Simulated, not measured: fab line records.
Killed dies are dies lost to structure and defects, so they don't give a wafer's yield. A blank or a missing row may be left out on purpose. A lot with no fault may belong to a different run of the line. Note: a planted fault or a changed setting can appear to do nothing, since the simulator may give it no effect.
What tool caused it? | flow sky130 | 14 lots with 42 wafers sampled at 2 steps, on a route of 708 steps

## WHAT EACH GAUGE READ, for each wafer
SKY_VT_ADJUST_NCORE_TW_MEAS_11.
lot  | measured     | on            | VT_ADJUST_NCORE_TW
L324 | day 8 20:34  | film metro-04 | 220.4 219.3 220.4
L326 | day 9 03:07  | film metro-04 | 219.3 218.1 219.5
L325 | day 9 07:04  | film metro-02 | 219.8 219.4 219.3
L327 | day 9 15:54  | film metro-04 | 220.3 218.9 218.8
L329 | day 10 03:44 | film metro-01 | 216.7 216.9 216.7
L332 | day 10 21:58 | film metro-02 | 219.2 218.9 218.6
L334 | day 11 17:52 | film metro-02 | 253.7 251.6 251.3
L335 | day 11 21:01 | film metro-01 | 251.1 249.5 250.2
L340 | day 13 05:14 | film metro-04 | 219.3 219.3 218.4
L339 | day 13 05:52 | film metro-02 | 218.3 218.5 218.8
L342 | day 13 17:19 | film metro-04 | 219.8 219.2 218.9
L343 | day 14 00:19 | film metro-04 | 218.7 219.3 217.9
L345 | day 14 19:10 | film metro-04 | 219.9 218.6 219.3
L347 | day 15 08:52 | film metro-02 | 218.0 217.7 218.0

## WHICH TOOL RAN EACH LOT (tool, then ch and the chambers of the sampled wafers, then the start)
lot  | SKY_VT_ADJUST_NCORE_IMPLANT_09
L324 | implanter-03 ch 0, day 8 20:20
L326 | implanter-02 ch 0, day 9 02:54
L325 | implanter-02 ch 0, day 9 06:49
L327 | implanter-02 ch 0, day 9 15:39
L329 | implanter-03 ch 0, day 10 03:29
L332 | implanter-01 ch 0, day 10 21:43
L334 | implanter-02 ch 0, day 11 17:37
L335 | implanter-02 ch 0, day 11 20:47
L340 | implanter-01 ch 0, day 13 05:00
L339 | implanter-03 ch 0, day 13 05:37
L342 | implanter-01 ch 0, day 13 17:04
L343 | implanter-01 ch 0, day 14 00:04
L345 | implanter-03 ch 0, day 14 18:55
L347 | implanter-02 ch 0, day 15 08:37
- SKY_VT_ADJUST_NCORE_IMPLANT_09

## WHAT THE TOOLS THEMSELVES READ (means of the sampled wafers that have a number; where no wafer has one, the mark that the record gives instead)
SKY_VT_ADJUST_NCORE_IMPLANT_09.
lot  | tool         | dose ions cm2 | faraday current uA
L324 | implanter-03 | 2.4037e+12    | 13.40
L326 | implanter-02 | 2.4009e+12    | 13.64
L325 | implanter-02 | 2.4043e+12    | 13.52
L327 | implanter-02 | 2.4018e+12    | 13.84
L329 | implanter-03 | 2.4024e+12    | 13.61
L332 | implanter-01 | 2.4004e+12    | 13.66
L334 | implanter-02 | 3.8665e+12    | 21.70
L335 | implanter-02 | 3.8683e+12    | 21.41
L340 | implanter-01 | 2.3992e+12    | 13.39
L339 | implanter-03 | 2.4013e+12    | 13.50
L342 | implanter-01 | 2.3978e+12    | 13.47
L343 | implanter-01 | 2.3985e+12    | 13.39
L345 | implanter-03 | 2.3998e+12    | 13.55
L347 | implanter-02 | 2.3998e+12    | 13.60

## THE ANSWER, worked out from the rows above alone
Rule: usual is defined by the lots themselves. The widest of any qualifying gaps counts: lots, ordered by their means at a reading, are off when they make up no more than a third of the lots, leave a main group of 4 or more, and stand apart from it by 3 or more times the standard deviation of that group's means. A main group whose means are all the same, to the digits that the tables above print for the reading, isn't used. Also off: a lot with no number at a reading for which 4 or more lots have one. Any other lot the step has rows for is counted as sound. The gauges are gone through in route order, then the tools' own readings, and for those a lot's mean is taken as printed above. At the first step where some lot is off, the reading lying furthest off is the one used; lots without a number count as furthest.
Off: L334, L335, seen at SKY_VT_ADJUST_NCORE_TW_MEAS_11 (VT_ADJUST_NCORE_TW). The main group: mean 218.8, standard deviation 0.81.
If a tool, at a process step before that reading, ran all the lots that are off and no sound lot after the first of them, it fits. Not tried: the gauges at SKY_VT_ADJUST_NCORE_TW_MEAS_11; whatever is off there is also off at SKY_VT_ADJUST_NCORE_IMPLANT_09, on other tools, and gauge error can't account for it. None of those tried fits.

## WHAT WAS PUT IN BY THE SIMULATOR
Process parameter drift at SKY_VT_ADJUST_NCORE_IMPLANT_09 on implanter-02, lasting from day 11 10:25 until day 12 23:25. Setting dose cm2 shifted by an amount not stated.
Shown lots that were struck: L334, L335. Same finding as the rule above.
